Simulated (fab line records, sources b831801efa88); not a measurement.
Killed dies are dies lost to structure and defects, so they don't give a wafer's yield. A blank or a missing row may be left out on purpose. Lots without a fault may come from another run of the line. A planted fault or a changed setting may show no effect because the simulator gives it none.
fab line records | flow sky130
record lots=12 wafers=36 last_day=50
route steps=708 shown CONTACT@407 METAL1@437 PAD_OPEN@708
lots that met no fault: from a run of the same line without faults
start_h: hours from the record's first day to the start of the lot's first wafer shown | wait_h: hours since the lot's step before | " the same as in the row above | L1.1+2: a row that stands for several wafers | - no value, or no start given | * or withheld: withheld | < > ~ a bound
route shown NAME@n: a module of which the file shows steps, and the number in the route of the first | usual: mean/standard deviation of fault-free wafers | same: alike in all rows | chamber/n: place in a boat | sites: the reading at each site | _std_site: their standard deviation | _edge_site: outer sites' mean less inner sites' | radius_mm: how far each site lies from the wafer's centre | mask NAME#n: copy n | behind: the tool/chamber that last shaped the wafer | hold: why the lot was held/for how many hours/how that ended | device: the transistor (n, p or np) that didn't switch | end of line: the same wafers' tests at the end of the route | a step without rows: its recipe alone | killed: dies lost to structure and defects at the first sort, not the wafer's yield | map: a wafer's dies, x killed, . not, _ none there
set.NAME: the setting as run; set.NAME@STEP: as run at that earlier step | model.NAME: the simulator's own value behind a step, which no gauge read
steps of the route over a sample of lots; a table a step, a row a wafer
services: from which hour (start_h, from the record's first day; less than 0 if before it) a tool's chamber was out of use, for how many hours, and why
## steps
# step SKY_CONTACT_THK_MEAS_01
# recipe reads=Si3N4_of_CONTACT_CVD_00
# usual CONTACT_CVD_00_THK=74.8/1.1
# columns lot.wafer tool chamber start_h wait_h CONTACT_CVD_00_THK[nm]
L796.2 film_metro-04 - 707.39 - 72.5
L796.3 " - " " 73.3
L796.6 " - " " 73.7
L798.2 film_metro-03 - 732.05 - 75.3
L798.4 " - " " 76.8
L798.6 " - " " 74.2
L804.1 film_metro-04 - 781.25 - 73.3
L804.2 " - " " 74.2
L804.6 " - " " 75.9
L806.2 film_metro-03 - 791.43 - 73.3
L806.3 " - " " 74.7
L806.6 " - " " 75.9
L807.2 film_metro-04 - 799.54 - 75.1
L807.4 " - " " 75.3
L807.6 " - " " 75.3
L808.3 film_metro-03 - 809.84 - 74.7
L808.5 " - " " 76.0
L808.6 " - " " 74.2
L809.1 film_metro-01 - 821.97 - 74.6
L809.3 " - " " 74.0
L809.6 " - " " 75.0
L814.2 film_metro-03 - 860.92 - 74.5
L814.5 " - " " 74.1
L814.6 " - " " 76.4
L815.1 film_metro-01 - 864.70 - 73.9
L815.4 " - " " 73.3
L815.5 " - " " 75.7
L816.2 film_metro-03 - 871.24 - 74.9
L816.4 " - " " 77.1
L816.5 " - " " 75.2
L818.1 film_metro-01 - 880.16 - 74.0
L818.3 " - " " 73.4
L818.6 " - " " 75.3
L817.1 film_metro-04 - 882.19 - 74.7
L817.5 " - " " 75.3
L817.6 " - " " 75.9
# step SKY_METAL1_SPUTTER_03
# recipe material=Ti target_thk_nm=5 power_w=3000 time_s=3.3 chamber_pressure_pa=0.4
# usual chamber_pressure_pa=0.4001/0.00084 throttle_valve_pct=30.1/1.4
# columns lot.wafer tool chamber start_h wait_h chamber_pressure_pa throttle_valve_pct
L796.2 pvd_sputter-01 - 737.43 0.0 0.3992 31.1
L796.3 " - " " 0.3999 31.3
L796.6 " - " " 0.4006 31.1
L798.2 pvd_sputter-04 - 761.10 0.0 0.4002 29.8
L798.4 " - " " 0.4011 30.3
L798.6 " - " " 0.3998 29.8
L804.1 pvd_sputter-04 - 809.60 0.0 0.3998 29.7
L804.2 " - " " 0.4011 29.5
L804.6 " - " " 0.4007 29.7
L806.2 pvd_sputter-02 - 819.23 0.0 0.4338 28.8
L806.3 " - " " 0.4339 29.9
L806.6 " - " " 0.4335 32.0
L807.2 pvd_sputter-02 - 828.60 0.0 0.4341 29.3
L807.4 " - " " 0.4349 32.2
L807.6 " - " " 0.4330 29.1
L808.3 pvd_sputter-01 - 838.80 0.0 0.4004 29.4
L808.5 " - " " 0.4010 29.6
L808.6 " - " " 0.3995 29.8
L809.1 pvd_sputter-04 - 850.65 0.0 0.4001 29.7
L809.3 " - " " 0.3996 30.0
L809.6 " - " " 0.4004 29.8
L814.2 pvd_sputter-01 - 889.47 0.0 0.4010 29.5
L814.5 " - " " 0.4012 29.3
L814.6 " - " " 0.4002 29.8
L815.1 pvd_sputter-01 - 892.70 0.0 0.3996 29.7
L815.4 " - " " 0.3996 31.2
L815.5 " - " " 0.4003 31.2
L816.2 pvd_sputter-04 - 898.89 0.0 0.4020 30.3
L816.4 " - " " 0.4007 29.7
L816.5 " - " " 0.4015 30.0
L818.1 pvd_sputter-04 - 906.98 0.0 0.3993 30.1
L818.3 " - " " 0.3988 27.5
L818.6 " - " " 0.4005 29.5
L817.1 pvd_sputter-04 - 910.04 0.0 0.3997 29.6
L817.5 " - " " 0.3996 29.6
L817.6 " - " " 0.4000 27.2
# step SKY_METAL1_RS_MEAS_05
# recipe thk_meas_gauge=four-point-probe reads=TiN_of_METAL1_SPUTTER_04+Ti_of_METAL1_SPUTTER_03+AlCu_of_METAL1_SPUTTER_02+TiN_of_METAL1_SPUTTER_01+Ti_of_METAL1_SPUTTER_00
# usual METAL1_ALCU_RS=0.1265/0.0017
# columns lot.wafer tool chamber start_h wait_h METAL1_ALCU_RS[ohm/sq]
L796.2 film_metro-04 - 737.52 0.0 0.1275
L796.3 " - " " 0.1276
L796.6 " - " " 0.1292
L798.2 film_metro-04 - 761.19 0.0 0.1276
L798.4 " - " " 0.1250
L798.6 " - " " 0.1283
L804.1 film_metro-04 - 809.67 0.0 0.1263
L804.2 " - " " 0.1269
L804.6 " - " " 0.1264
L806.2 film_metro-03 - 819.32 0.0 0.1237
L806.3 " - " " 0.1246
L806.6 " - " " 0.1243
L807.2 film_metro-04 - 828.69 0.0 0.1257
L807.4 " - " " 0.1275
L807.6 " - " " 0.1259
L808.3 film_metro-02 - 838.91 0.1 0.1248
L808.5 " - " " 0.1249
L808.6 " - " " 0.1259
L809.1 film_metro-04 - 850.71 0.0 0.1289
L809.3 " - " " 0.1260
L809.6 " - " " 0.1284
L814.2 film_metro-03 - 889.56 0.0 0.1245
L814.5 " - " " 0.1254
L814.6 " - " " 0.1263
L815.1 film_metro-04 - 892.76 0.0 0.1251
L815.4 " - " " 0.1281
L815.5 " - " " 0.1279
L816.2 film_metro-04 - 898.97 0.0 0.1249
L816.4 " - " " 0.1301
L816.5 " - " " 0.1250
L818.1 film_metro-03 - 907.05 0.0 0.1249
L818.3 " - " " 0.1276
L818.6 " - " " 0.1287
L817.1 film_metro-04 - 910.11 0.0 0.1281
L817.5 " - " " 0.1277
L817.6 " - " " 0.1279
# step SKY_METAL1_ETCH_18
# recipe chemistry=N2/H2 target=BARC ion_energy_ev=200 bias_w=100 pressure_mtorr=30 n2_flow_sccm=100 h2_flow_sccm=200 icp_w=500 stop_on=SiO2 time_s=45.9 target_depth_a=600
# usual bias_w=100.0/0.32 drypump_motor_current_A=5.7/0.45 h2_flow_sccm=200.0/0.61 oes_product_au=0.855/0.0046 throttle_valve_pct=13.226/0.0097
# columns lot.wafer tool chamber start_h wait_h bias_w drypump_motor_current_A h2_flow_sccm oes_product_au rf_hours_counter_h throttle_valve_pct
L796.2 rie_metal-03 0 764.89 0.0 100.1 5.7 200.5 0.853 13 13.204
L796.3 " 1 " " 99.7 5.9 199.4 0.862 - 13.228
L796.6 " 0 " " 100.1 5.7 201.8 0.852 - 13.216
L798.2 rie_metal-04 1 788.11 0.0 100.2 4.9 200.6 0.851 2 13.215
L798.4 " 0 " " 100.2 5.5 200.4 0.845 - 13.241
L798.6 " 0 " " 100.0 5.5 199.8 0.850 - 13.230
L804.1 rie_metal-03 0 836.51 0.0 100.0 5.7 200.0 0.858 16 13.231
L804.2 " 1 " " 99.3 6.0 199.3 0.859 10 13.231
L804.6 " 1 " " 99.5 6.0 198.9 0.854 - 13.214
L806.2 rie_metal-01 0 845.76 0.1 100.1 6.4 200.1 0.856 - 13.219
L806.3 " 0 " " 100.2 6.4 199.5 0.853 - 13.214
L806.6 " 0 " " 99.8 6.4 199.9 0.858 - 13.232
L807.2 rie_metal-04 1 854.96 0.0 99.9 4.9 199.5 0.845 5 13.227
L807.4 " 1 " " 100.1 4.9 200.7 0.845 - 13.223
L807.6 " 1 " " 99.5 4.9 200.6 0.845 - 13.222
L808.3 rie_metal-03 1 865.19 0.1 99.5 6.0 199.7 0.853 - 13.237
L808.5 " 1 " " 99.6 6.0 199.5 0.857 - 13.235
L808.6 " 1 " " 100.2 6.0 199.8 0.859 - 13.221
L809.1 rie_metal-04 1 876.76 0.0 100.2 4.9 200.2 0.866 6 13.212
L809.3 " 0 " " 100.3 5.5 200.4 0.851 - 13.234
L809.6 " 1 " " 100.2 4.9 199.8 0.859 - 13.243
L814.2 rie_metal-04 1 915.41 0.0 100.7 4.9 199.4 0.867 8 13.222
L814.5 " 1 " " 100.6 4.9 199.7 0.854 - 13.228
L814.6 " 0 " " 99.8 5.5 199.5 0.854 - 13.218
L815.1 rie_metal-03 0 918.19 0.0 100.2 5.7 200.0 0.854 1 13.211
L815.4 " 0 " " 99.9 5.7 200.6 0.858 - 13.223
L815.5 " 1 " " 100.2 5.9 200.1 0.856 - 13.222
L816.2 rie_metal-01 1 924.23 0.0 100.2 5.3 199.6 0.851 13 13.225
L816.4 " 0 " " 100.0 6.4 200.7 0.854 - 13.227
L816.5 " 0 " " 99.8 6.4 200.3 0.854 - 13.222
L818.1 rie_metal-03 0 932.26 0.0 100.2 5.7 199.7 0.867 2 13.226
L818.3 " 1 " " 99.7 6.0 200.2 0.856 - 13.224
L818.6 " 0 " " 100.2 5.7 199.5 0.859 - 13.233
L817.1 rie_metal-04 1 934.71 0.0 100.4 4.9 200.0 0.855 9 13.231
L817.5 " 1 " " 100.1 4.9 200.3 0.856 - 13.224
L817.6 " 0 " " 99.8 5.5 199.8 0.860 - 13.217
# step SKY_PAD_OPEN_PROBE_99
# usual defect_limited_yield=82.6/2 killed_at_M0_to_M3=44/7.3 killed_at_M4_up=3.1/1.6 killed_at_contacts=24/5.4 killed_at_front_end=15/4 killed_at_other=0.2/0.49 killed_dies=86/10 killed_on_rim=17/3.7 killed_open=48/7.3 killed_short=38/6.3 sort_bin_3_pad_short=0.8/0.45 sort_bin_5_function=10.3/1.5 sort_bin_6_memory=6.3/1.2 sort_n_pass=406/10 sort_yield_pct=82.6/2
# same gross_dies=492 killed_at_back_side=0 sort_bin_4_leakage[%]=0 sort_bin_8_speed[%]=0
# columns lot.wafer tool chamber start_h wait_h defect_limited_yield[%] killed_at_M0_to_M3 killed_at_M4_up killed_at_contacts killed_at_front_end killed_at_other killed_dies killed_on_rim killed_open killed_short sort_bin_3_pad_short[%] sort_bin_5_function[%] sort_bin_6_memory[%] sort_n_pass sort_yield_pct[%]
L796.2 prober-01 - 1076.57 0.1 85.0 36 2 16 20 0 74 16 41 33 0.6 8.7 5.7 418 85.0
L796.3 prober-01 - 1076.62 0.2 81.7 47 3 22 18 0 90 18 50 40 0.8 11.4 6.1 402 81.7
L796.6 prober-01 - 1076.77 0.2 81.7 47 5 21 17 0 90 23 47 43 1.4 11.6 5.3 402 81.7
L798.2 prober-01 - 1091.59 0.1 84.6 32 3 30 10 1 76 20 41 35 1.8 8.9 4.7 416 84.6
L798.4 prober-01 - 1091.69 0.2 85.6 35 6 18 12 0 71 18 39 32 1.4 8.7 4.3 421 85.6
L798.6 prober-01 - 1091.79 0.2 84.3 43 4 19 10 1 77 15 45 32 1.2 8.1 6.3 415 84.3
L804.1 prober-01 - 1127.79 0.1 84.6 41 4 18 13 0 76 9 38 38 0.8 9.6 5.1 416 84.6
L804.2 prober-01 - 1127.84 0.1 82.3 45 5 28 9 0 87 15 43 44 0.8 10.6 6.3 405 82.3
L804.6 prober-01 - 1128.04 0.2 83.7 43 6 18 13 0 80 21 34 46 0.2 10.6 5.5 412 83.7
L806.2 prober-01 - 1136.65 0.1 83.3 38 4 29 11 0 82 14 41 41 2.8 8.1 5.7 410 83.3
L806.3 prober-01 - 1136.70 0.2 81.7 47 4 23 15 1 90 20 59 31 1.0 10.2 7.1 402 81.7
L806.6 prober-01 - 1136.85 0.2 81.7 51 1 23 15 0 90 15 52 38 1.2 10.4 6.7 402 81.7
L807.2 prober-02 - 1144.06 0.1 83.7 43 2 22 13 0 80 18 48 32 0.4 8.9 6.9 412 83.7
L807.4 prober-02 - 1144.16 0.2 78.9 48 4 29 23 0 104 15 60 44 0.6 11.6 8.9 388 78.9
L807.6 prober-02 - 1144.26 0.2 85.8 25 2 29 14 0 70 16 45 25 0.2 8.1 5.9 422 85.8
L808.3 prober-01 - 1150.84 0.2 80.7 41 7 30 17 0 95 19 51 44 0.4 11.8 7.1 397 80.7
L808.5 prober-01 - 1150.94 0.2 79.9 63 4 20 12 0 99 20 45 54 0.8 11.8 7.5 393 79.9
L808.6 prober-01 - 1150.99 0.2 79.9 58 6 24 10 1 99 24 51 48 1.0 12.2 6.9 393 79.9
L809.1 prober-02 - 1160.98 0.1 85.2 37 5 23 8 0 73 19 38 35 0.4 8.3 6.1 419 85.2
L809.3 prober-02 - 1161.08 0.2 81.1 51 0 29 13 0 93 19 55 38 0.6 12.0 6.3 399 81.1
L809.6 prober-02 - 1161.23 0.2 82.1 51 3 20 13 1 88 18 46 42 1.2 8.3 8.3 404 82.1
L814.2 prober-01 - 1185.85 0.1 82.1 39 7 31 11 0 88 17 47 41 1.2 8.5 8.1 404 82.1
L814.5 prober-01 - 1186.00 0.2 79.7 46 4 34 15 1 100 24 65 35 0.8 11.2 8.3 392 79.7
L814.6 prober-01 - 1186.05 0.2 80.5 40 3 30 23 0 96 18 52 44 2.0 12.0 5.5 396 80.5
L815.1 prober-01 - 1187.58 0.1 84.3 38 1 25 13 0 77 10 50 27 0.6 9.6 5.5 415 84.3
L815.4 prober-01 - 1187.73 0.2 81.3 45 3 18 25 1 92 11 52 40 1.0 12.2 5.5 400 81.3
L815.5 prober-01 - 1187.78 0.2 80.5 45 4 34 13 0 96 18 57 39 0.6 12.2 6.7 396 80.5
L816.2 prober-02 - 1192.10 0.1 85.0 36 3 21 14 0 74 11 39 35 0.4 9.1 5.5 418 85.0
L816.4 prober-02 - 1192.20 0.2 83.1 40 4 18 20 1 83 17 48 35 0.4 8.5 7.9 409 83.1
L816.5 prober-02 - 1192.25 0.2 85.2 34 2 22 15 0 73 15 42 31 1.0 8.9 4.9 419 85.2
L818.1 prober-01 - 1195.39 0.1 82.5 50 2 26 8 0 86 18 54 32 0.6 11.0 5.9 406 82.5
L818.3 prober-01 - 1195.49 0.2 80.9 53 6 23 12 0 94 17 58 36 1.2 12.8 5.1 398 80.9
L818.6 prober-01 - 1195.64 0.2 83.1 44 3 19 16 1 83 13 49 34 0.4 11.2 5.3 409 83.1
L817.1 prober-02 - 1197.62 0.1 80.9 44 5 25 20 0 94 19 54 40 1.0 11.2 6.9 398 80.9
L817.5 prober-02 - 1197.82 0.2 85.6 42 2 20 7 0 71 16 40 31 0.4 9.3 4.7 421 85.6
L817.6 prober-02 - 1197.87 0.2 83.3 41 3 21 16 1 82 17 50 32 0.2 10.8 5.7 410 83.3
# killed by level:class
L796.2 VIA1:geometric_particle:open=9 CONTACT:geometric_particle:open=6 FIELD_ISO:geometric_particle:open=5 VIA1:geometric_particle:short=5 METAL2:geometric_particle:short=5 FIELD_ISO:geometric_particle:short=4 POLY_GATE:geometric_particle:short=4 LI_CONTACT:geometric_particle:open=4
L796.3 VIA1:geometric_particle:open=9 VIA3:geometric_particle:open=8 CONTACT:geometric_particle:open=7 METAL1:geometric_particle:short=7 FIELD_ISO:geometric_particle:open=6 LOCAL_INTERCONNECT:geometric_particle:short=6 VIA2:geometric_particle:open=6 CONTACT:geometric_particle:short=5
L796.6 VIA1:geometric_particle:open=10 VIA3:geometric_particle:open=10 FIELD_ISO:geometric_particle:open=8 METAL1:geometric_particle:short=8 CONTACT:geometric_particle:short=7 VIA1:geometric_particle:short=7 FIELD_ISO:geometric_particle:short=5 CONTACT:geometric_particle:open=5
L798.2 CONTACT:geometric_particle:open=13 LI_CONTACT:geometric_particle:open=8 VIA1:geometric_particle:open=6 POLY_GATE:geometric_particle:short=5 METAL1:geometric_particle:short=5 METAL2:geometric_particle:short=5 CONTACT:geometric_particle:short=4 VIA2:geometric_particle:open=4
L798.4 CONTACT:geometric_particle:open=16 METAL2:geometric_particle:short=7 POLY_GATE:geometric_particle:open=5 METAL4:geometric_particle:short=5 METAL1:geometric_particle:short=4 VIA1:geometric_particle:open=4 VIA1:geometric_particle:short=4 VIA2:geometric_particle:short=4
L798.6 VIA1:geometric_particle:open=14 CONTACT:geometric_particle:open=8 VIA3:geometric_particle:short=7 VIA3:geometric_particle:open=6 LI_CONTACT:geometric_particle:open=6 CONTACT:geometric_particle:short=3 VIA1:geometric_particle:short=3 METAL3:geometric_particle:short=3
L804.1 VIA1:geometric_particle:open=10 CONTACT:geometric_particle:open=6 METAL1:geometric_particle:short=5 VIA2:geometric_particle:open=5 FIELD_ISO:geometric_particle:short=4 LI_CONTACT:geometric_particle:open=4 LOCAL_INTERCONNECT:geometric_particle:short=4 VIA1:geometric_particle:short=4
L804.2 VIA2:geometric_particle:open=10 VIA1:geometric_particle:open=10 CONTACT:geometric_particle:open=8 CONTACT:geometric_particle:short=7 METAL2:geometric_particle:short=6 LI_CONTACT:geometric_particle:short=5 LI_CONTACT:geometric_particle:open=4 LOCAL_INTERCONNECT:geometric_particle:short=4
L804.6 METAL1:geometric_particle:short=9 VIA1:geometric_particle:short=9 CONTACT:geometric_particle:open=6 FIELD_ISO:geometric_particle:short=5 VIA2:geometric_particle:open=5 METAL3:geometric_particle:short=5 METAL4:geometric_particle:short=5 VIA1:geometric_particle:open=4
L806.2 VIA1:geometric_particle:open=11 LI_CONTACT:geometric_particle:open=7 CONTACT:geometric_particle:open=7 CONTACT:geometric_particle:short=7 LI_CONTACT:geometric_particle:short=4 POLY_GATE:geometric_particle:short=4 METAL1:geometric_particle:short=4 METAL3:geometric_particle:short=4
L806.3 VIA1:geometric_particle:open=14 CONTACT:geometric_particle:open=11 VIA3:geometric_particle:short=7 VIA3:geometric_particle:open=7 FIELD_ISO:geometric_particle:open=4 POLY_GATE:geometric_particle:open=4 LI_CONTACT:geometric_particle:open=4 VIA2:geometric_particle:open=4
L806.6 VIA1:geometric_particle:open=12 CONTACT:geometric_particle:open=11 VIA2:geometric_particle:open=8 POLY_GATE:geometric_particle:open=6 METAL1:geometric_particle:short=6 VIA2:geometric_particle:short=6 LI_CONTACT:geometric_particle:open=5 METAL2:geometric_particle:short=4
L807.2 CONTACT:geometric_particle:open=12 VIA1:geometric_particle:open=10 METAL1:geometric_particle:short=5 VIA3:geometric_particle:open=4 METAL3:geometric_particle:short=4 SPACER:geometric_particle:open=4 LI_CONTACT:geometric_particle:open=4 CONTACT:geometric_particle:short=4
L807.4 VIA1:geometric_particle:open=17 LI_CONTACT:geometric_particle:open=10 VIA2:geometric_particle:open=8 POLY_GATE:geometric_particle:open=7 CONTACT:geometric_particle:short=7 VIA1:geometric_particle:short=7 POLY_GATE:geometric_particle:short=4 SPACER:geometric_particle:short=4
L807.6 CONTACT:geometric_particle:open=14 VIA1:geometric_particle:open=13 CONTACT:geometric_particle:short=8 POLY_GATE:geometric_particle:open=5 LI_CONTACT:geometric_particle:open=4 METAL1:geometric_particle:short=4 FIELD_ISO:geometric_particle:open=3 POLY_GATE:geometric_particle:short=3
L808.3 CONTACT:geometric_particle:open=11 VIA1:geometric_particle:open=10 FIELD_ISO:geometric_particle:open=7 LI_CONTACT:geometric_particle:open=7 METAL2:geometric_particle:short=7 FIELD_ISO:geometric_particle:short=6 LOCAL_INTERCONNECT:geometric_particle:short=6 CONTACT:geometric_particle:short=5
L808.5 METAL2:geometric_particle:short=10 VIA2:geometric_particle:open=9 METAL1:geometric_particle:short=9 VIA1:geometric_particle:short=8 CONTACT:geometric_particle:open=8 VIA1:geometric_particle:open=8 LI_CONTACT:geometric_particle:open=7 FIELD_ISO:geometric_particle:short=6
L808.6 VIA1:geometric_particle:short=10 VIA1:geometric_particle:open=9 LI_CONTACT:geometric_particle:open=8 VIA2:geometric_particle:open=8 CONTACT:geometric_particle:open=7 METAL1:geometric_particle:short=6 VIA3:geometric_particle:open=6 METAL2:geometric_particle:short=5
L809.1 VIA2:geometric_particle:open=6 VIA3:geometric_particle:open=6 CONTACT:geometric_particle:open=6 LI_CONTACT:geometric_particle:short=5 LI_CONTACT:geometric_particle:open=5 LOCAL_INTERCONNECT:geometric_particle:short=5 METAL1:geometric_particle:short=4 METAL2:geometric_particle:short=4
L809.3 VIA1:geometric_particle:open=16 CONTACT:geometric_particle:open=10 VIA2:geometric_particle:open=9 LI_CONTACT:geometric_particle:open=7 LOCAL_INTERCONNECT:geometric_particle:short=6 METAL2:geometric_particle:short=6 VIA1:geometric_particle:short=5 METAL2:geometric_particle:open=5
L809.6 VIA1:geometric_particle:open=13 VIA2:geometric_particle:open=9 CONTACT:geometric_particle:open=6 METAL2:geometric_particle:short=6 VIA3:geometric_particle:short=6 FIELD_ISO:geometric_particle:short=5 LI_CONTACT:geometric_particle:open=5 METAL1:geometric_particle:short=5
L814.2 LI_CONTACT:geometric_particle:open=12 METAL2:geometric_particle:short=8 CONTACT:geometric_particle:open=7 METAL1:geometric_particle:short=6 LOCAL_INTERCONNECT:geometric_particle:short=5 CONTACT:geometric_particle:short=5 VIA1:geometric_particle:short=5 VIA2:geometric_particle:open=5
L814.5 CONTACT:geometric_particle:open=14 VIA1:geometric_particle:open=10 VIA2:geometric_particle:open=10 LI_CONTACT:geometric_particle:open=8 VIA3:geometric_particle:open=8 CONTACT:geometric_particle:short=7 POLY_GATE:geometric_particle:open=5 METAL2:geometric_particle:short=4
L814.6 VIA1:geometric_particle:open=13 CONTACT:geometric_particle:open=11 FIELD_ISO:geometric_particle:open=8 LOCAL_INTERCONNECT:geometric_particle:short=6 FIELD_ISO:geometric_particle:short=5 VIA2:geometric_particle:open=5 LI_CONTACT:geometric_particle:short=4 CONTACT:geometric_particle:short=4
L815.1 CONTACT:geometric_particle:open=14 VIA1:geometric_particle:open=13 VIA3:geometric_particle:open=6 LI_CONTACT:geometric_particle:open=5 FIELD_ISO:geometric_particle:open=4 METAL1:geometric_particle:short=4 VIA1:geometric_particle:short=4 VIA2:geometric_particle:open=4
L815.4 VIA1:geometric_particle:open=14 CONTACT:geometric_particle:open=9 VIA2:geometric_particle:open=7 POLY_GATE:geometric_particle:short=6 METAL1:geometric_particle:short=6 VIA1:geometric_particle:short=6 FIELD_ISO:geometric_particle:short=5 LI_CONTACT:geometric_particle:open=4
L815.5 CONTACT:geometric_particle:open=13 VIA1:geometric_particle:open=12 VIA2:geometric_particle:open=8 LI_CONTACT:geometric_particle:open=7 LOCAL_INTERCONNECT:geometric_particle:short=7 VIA3:geometric_particle:open=6 POLY_GATE:geometric_particle:short=6 METAL1:geometric_particle:short=4
L816.2 VIA1:geometric_particle:open=11 CONTACT:geometric_particle:open=8 CONTACT:geometric_particle:short=6 FIELD_ISO:geometric_particle:open=5 VIA1:geometric_particle:short=5 FIELD_ISO:geometric_particle:short=4 VIA2:geometric_particle:short=4 VIA3:geometric_particle:open=4
L816.4 VIA2:geometric_particle:open=9 VIA3:geometric_particle:open=8 METAL1:geometric_particle:short=7 POLY_GATE:geometric_particle:open=6 VIA1:geometric_particle:open=6 LOCAL_INTERCONNECT:geometric_particle:short=4 CONTACT:geometric_particle:short=4 CONTACT:geometric_particle:open=4
L816.5 CONTACT:geometric_particle:open=9 VIA1:geometric_particle:open=7 FIELD_ISO:geometric_particle:open=6 VIA1:geometric_particle:short=6 VIA3:geometric_particle:open=5 LOCAL_INTERCONNECT:geometric_particle:short=4 METAL2:geometric_particle:short=4 VIA2:geometric_particle:open=4
L818.1 VIA1:geometric_particle:open=12 LI_CONTACT:geometric_particle:open=10 CONTACT:geometric_particle:open=10 VIA2:geometric_particle:open=10 VIA3:geometric_particle:open=8 METAL1:geometric_particle:short=6 VIA1:geometric_particle:short=4 VIA3:geometric_particle:short=4
L818.3 VIA1:geometric_particle:open=11 LI_CONTACT:geometric_particle:open=9 VIA2:geometric_particle:open=9 CONTACT:geometric_particle:open=8 VIA3:geometric_particle:open=8 METAL2:geometric_particle:short=7 POLY_GATE:geometric_particle:short=4 POLY_GATE:geometric_particle:open=4
L818.6 VIA1:geometric_particle:open=10 VIA2:geometric_particle:open=9 VIA3:geometric_particle:open=7 CONTACT:geometric_particle:short=6 POLY_GATE:geometric_particle:open=5 LI_CONTACT:geometric_particle:open=5 LI_CONTACT:geometric_particle:short=4 VIA1:geometric_particle:short=4
L817.1 VIA1:geometric_particle:open=14 CONTACT:geometric_particle:open=11 VIA3:geometric_particle:open=6 LI_CONTACT:geometric_particle:open=5 METAL2:geometric_particle:open=5 METAL4:geometric_particle:short=5 FIELD_ISO:geometric_particle:open=4 CONTACT:geometric_particle:short=4
L817.5 VIA1:geometric_particle:open=11 CONTACT:geometric_particle:open=7 VIA2:geometric_particle:open=6 VIA3:geometric_particle:open=6 METAL1:geometric_particle:short=5 LOCAL_INTERCONNECT:geometric_particle:short=4 POLY_GATE:geometric_particle:open=3 LI_CONTACT:geometric_particle:short=3
L817.6 CONTACT:geometric_particle:open=9 VIA1:geometric_particle:open=9 VIA3:geometric_particle:open=6 POLY_GATE:geometric_particle:open=6 LI_CONTACT:geometric_particle:open=6 VIA1:geometric_particle:short=6 METAL1:geometric_particle:short=4 CONTACT:geometric_particle:short=4
## services
# columns tool chamber start_h hours kind
rie_metal-04 1 717.90 - clean
rie_metal-04 1 717.90 17.3 scheduled_down
rie_metal-04 1 717.90 17.3 vent_cycle
pvd_sputter-04 - 727.11 4.1 repair
rie_metal-03 1 727.76 24.6 repair
rie_metal-03 - 769.89 4.3 pm
rie_metal-01 - 770.47 2.8 pm
rie_metal-01 - 791.39 0.1 repair
pvd_sputter-02 - 802.46 1.1 repair
pvd_sputter-02 - 803.03 1.2 repair
pvd_sputter-02 - 811.89 4.4 repair
pvd_sputter-01 - 841.57 7.9 repair
rie_metal-01 1 843.33 21.0 repair
rie_metal-03 0 849.99 - clean
rie_metal-03 0 849.99 29.9 scheduled_down
rie_metal-03 0 849.99 29.9 vent_cycle
rie_metal-01 0 853.15 2.4 repair
rie_metal-03 - 867.03 2.8 pm
rie_metal-04 - 868.36 0.9 repair
rie_metal-01 0 882.20 - clean
rie_metal-01 0 882.20 17.2 scheduled_down
rie_metal-01 0 882.20 17.2 vent_cycle
## key
first_sign step=SKY_METAL1_SPUTTER_03 reading=chamber_pressure_pa direction=up sigmas=40 usual=0.4001 struck=0.4339
effect none on later readings
met_at SKY_METAL1_SPUTTER_03
struck_lots L806,L807
not_acting_at SKY_CONTACT_THK_MEAS_01,SKY_METAL1_RS_MEAS_05,SKY_METAL1_ETCH_18
fault kind=process_parameter_drift tool=pvd_sputter-02 chamber=- onset_h=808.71 steps=SKY_METAL1_SPUTTER_03 channel=chamber_pressure_pa offset=0.033989 shape=step end_h=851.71 acts_in=these_recipes_only stated=0.4
